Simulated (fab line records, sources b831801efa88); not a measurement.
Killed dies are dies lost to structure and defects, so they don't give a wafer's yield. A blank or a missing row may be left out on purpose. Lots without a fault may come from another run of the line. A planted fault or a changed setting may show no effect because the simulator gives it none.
A struck lot beside a sound one | flow sky130 | 27 steps out of a route of 708
Sound: wafers L704.1, L704.3, L704.6. Struck: wafers L706.4, L706.5, L706.6. The cause comes at the end.
At each step with rows: each side's tool, then ch and its chambers, then its first start. Under that, the readings that differ: sound wafers | struck wafers | difference of the means | sigmas: that difference in standard deviations of wafers without a fault.
alike: readings whose means differ by less than 2 such deviations, and words and numbers that are the same on both sides. not compared: withheld readings, readings that some wafer has no value for, bounds like >300 that may hide the same value, and numbers for which the record gives no deviation and whose values overlap.
The two part at a step that has a row with sigmas, a row that says differs or no value, or rows on one side only. Numbers that don't overlap but have no deviation are shown without sigmas and don't part them. A reading that every wafer of one side lacks parts them only if that side has two wafers or more.

SKY_FIELD_ISO_OXIDATION_01: stabilise 600 s, purge 300 s, target thk 12 nm.
  sound on furnace-02 ch 0, day 2 01:07; struck on furnace-02 ch 0, day 2 14:04
  alike: spike_tc_top_C
SKY_FIELD_ISO_THK_MEAS_02:
  sound on film_metro-04, day 2 02:38; struck on film_metro-03, day 2 15:38
  reading                         | sound             | struck            | difference | sigmas
  FIELD_ISO_OXIDATION_00_THK (nm) | 12.27 12.24 12.18 | 19.41 19.43 19.24 | +7.13      | +36
then, 22 steps without rows for these wafers: SKY_FIELD_ISO_CVD_03 (deposits Si3N4 from DCS/NH3, target thk 165 nm, time 2830 s); SKY_FIELD_ISO_DEHYDRATE_05 (time 60 s); SKY_FIELD_ISO_HMDS_06 (prime time 60 s); SKY_FIELD_ISO_COAT_07 (resist thk 61.2 nm); SKY_FIELD_ISO_COAT_08 (resist thk 450 nm); SKY_FIELD_ISO_SOFTBAKE_09 (time 90 s); SKY_FIELD_ISO_EXPOSE_10 (exposes mask FOM, target cd 150 nm); SKY_FIELD_ISO_PEB_11; SKY_FIELD_ISO_DEVELOP_12 (develop time 60 s); SKY_FIELD_ISO_ETCH_14 (etches BARC in N2/H2, stops on SiO2, time 45.9 s, target depth 60 nm); SKY_FIELD_ISO_ETCH_15 (etches the open film in CHF3/O2, stops on Si, target depth 180 nm, time 72 s); SKY_FIELD_ISO_STRIP_16 (strips in O2/N2); SKY_FIELD_ISO_ETCH_17 (etches Si in HBr/Cl2/O2, target depth 342 nm, time 97.7 s); SKY_FIELD_ISO_WET_ETCH_18 (etches Si3N4 in H3PO4, target depth 25 nm, time 286 s); SKY_FIELD_ISO_CLEAN_19 (cleans in SC1/SC2, time 150 s); SKY_FIELD_ISO_CLEAN_20 (cleans in dHF, time 20 s); SKY_FIELD_ISO_WET_ETCH_21 (etches SiO2 in dHF, target depth 20 nm, time 400 s); SKY_FIELD_ISO_OXIDATION_22 (stabilise 600 s, purge 300 s, target thk 10 nm); SKY_FIELD_ISO_CVD_24 (deposits SiO2, target thk 595 nm, time 99.2 s); SKY_FIELD_ISO_ANNEAL_26 (time 1800 s); SKY_FIELD_ISO_CMP_27 (polishes, stops on Si3N4, t overpolish 16 s, target thk 457.8 nm); SKY_FIELD_ISO_WET_ETCH_28 (etches SiO2 in dHF, target depth 23.7 nm, time 47 s).
SKY_FIELD_ISO_WET_ETCH_29: etches Si3N4 in H3PO4, target depth 160 nm, time 1825 s.
  sound on wet_bench-03 ch 3, day 3 00:50; struck on wet_bench-02 ch 1, day 3 14:01
  reading                                          | sound             | struck           | difference | sigmas
  model.SiO2_of_FIELD_ISO_OXIDATION_01.thk_nm (nm) | 11.92 11.97 11.83 | 19.1 19.07 18.93 | +7.1       |
then, 1 step without rows for these wafers: SKY_FIELD_ISO_WET_ETCH_30 (etches SiO2 in dHF, target depth 25 nm, time 50 s).
-- the record jumps here: 43 days lie between the struck wafers' starts before and after (it left off in module FIELD_ISO and takes up again in module PAD_OPEN, whose first step shown is number 708 of the route) --
SKY_PAD_OPEN_PROBE_99:
  sound on prober-02, day 46 14:40; struck on prober-01, day 46 16:26
  reading                                          | sound                        | struck                       | difference | sigmas
  model.etest.pfet_16v.r_on_ohm_um                 | 1.56e+04 1.567e+04 1.544e+04 | 1.529e+04 1.53e+04 1.504e+04 | -3.600e+02 |
  model.etest.field_n.vt_v (V)                     | 35.82 35.89 35.74            | 36.17 36.07 35.97            | +0.25      |
  model.etest.diode_ndiff_fingers.leak_log10_a_cm2 | -6.601 -6.728 -6.33          | -7.408 -6.904 -7.032         | -0.562     |
  model.etest.diode_pdiff_fingers.leak_log10_a_cm2 | -6.498 -6.635 -6.599         | -6.828 -6.987 -7.153         | -0.412     |
  alike: killed_at_M0_to_M3, killed_at_M4_up, killed_at_contacts, killed_at_front_end, killed_at_other, killed_dies, killed_on_rim, killed_open, killed_short
  not compared: model.etest.sram_nfet_pass.off_log10_a_um, model.etest.sram_nfet_pass.vt_v, model.etest.sram_nfet_pass.vt_sat_v

WHERE THEY PART
Only at SKY_FIELD_ISO_THK_MEAS_02, within this record. Later steps at which nothing parts them and some readings are alike: SKY_PAD_OPEN_PROBE_99.

WHY: what the simulator had put in
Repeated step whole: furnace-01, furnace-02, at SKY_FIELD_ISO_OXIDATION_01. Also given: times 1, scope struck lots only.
